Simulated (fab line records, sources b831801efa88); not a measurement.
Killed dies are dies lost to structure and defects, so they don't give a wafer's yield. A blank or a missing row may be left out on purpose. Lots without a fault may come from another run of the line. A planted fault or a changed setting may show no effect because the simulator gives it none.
Chamber matching | flow gf180mcu | GF_V2_CVD_02 on pecvd-04: 3 sister chambers
The step deposits SiO2 from TEOS, target thk 850 nm, time 94.851 s. 6 wafers are shown with their chamber, then 10 later ones without.

WAFERS WITH THEIR CHAMBER
wafer  | chamber | heater_power_w (W) | susceptor_temp_C (C)
L084.3 | 0       | 514                | 400.09
L085.1 | 1       | 489                | 400.24
L085.5 | 1       | 386                | 399.94
L085.6 | 2       | 654                | 400.02
L087.1 | 0       | 535                | 400.08
L087.5 | 2       | 603                | 399.76

WAFERS WITHOUT THEIR CHAMBER
wafer  | heater_power_w (W) | susceptor_temp_C (C)
L087.6 | 389                | 400.00
L088.1 | 411                | 399.89
L088.2 | 531                | 400.25
L088.4 | 644                | 400.10
L089.2 | 411                | 400.02
L089.3 | 502                | 399.80
L089.6 | 540                | 400.23
L090.2 | 486                | 399.85
L090.4 | 530                | 399.84
L090.5 | 389                | 400.08

WHICH CHAMBER EACH WENT THROUGH
wafer  | from the rows above          | in truth
L087.6 | can't be placed: 1 or 0      | 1
L088.1 | can't be placed: 1 or 0      | 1
L088.2 | can't be placed: 0 or 1 or 2 | 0
L088.4 | can't be placed: 2 or 0      | 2
L089.2 | can't be placed: 1 or 0      | 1
L089.3 | can't be placed: 0 or 1 or 2 | 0
L089.6 | can't be placed: 0 or 1 or 2 | 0
L090.2 | can't be placed: 0 or 1 or 2 | 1
L090.4 | can't be placed: 0 or 2 or 1 | 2
L090.5 | can't be placed: 1 or 0      | 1
Placed correctly: 0 of 10. Can't be placed from these rows: 10 (the true chamber is among the candidates in 10). Placed wrongly: 0.
How it was worked out, from the rows above alone: a wafer's distance from a chamber is the root of the sum, over the readings, of the square of ((its reading less the chamber's mean) divided by the reading's scatter). The wafer belongs to the nearest chamber; if the next one is less than 2 further off, it can't be placed. A chamber's mean is the mean of its shown wafers. The scatter: the root of (the sum of the squares of (reading less its chamber's mean) over the shown wafers, divided by (wafers less chambers)).
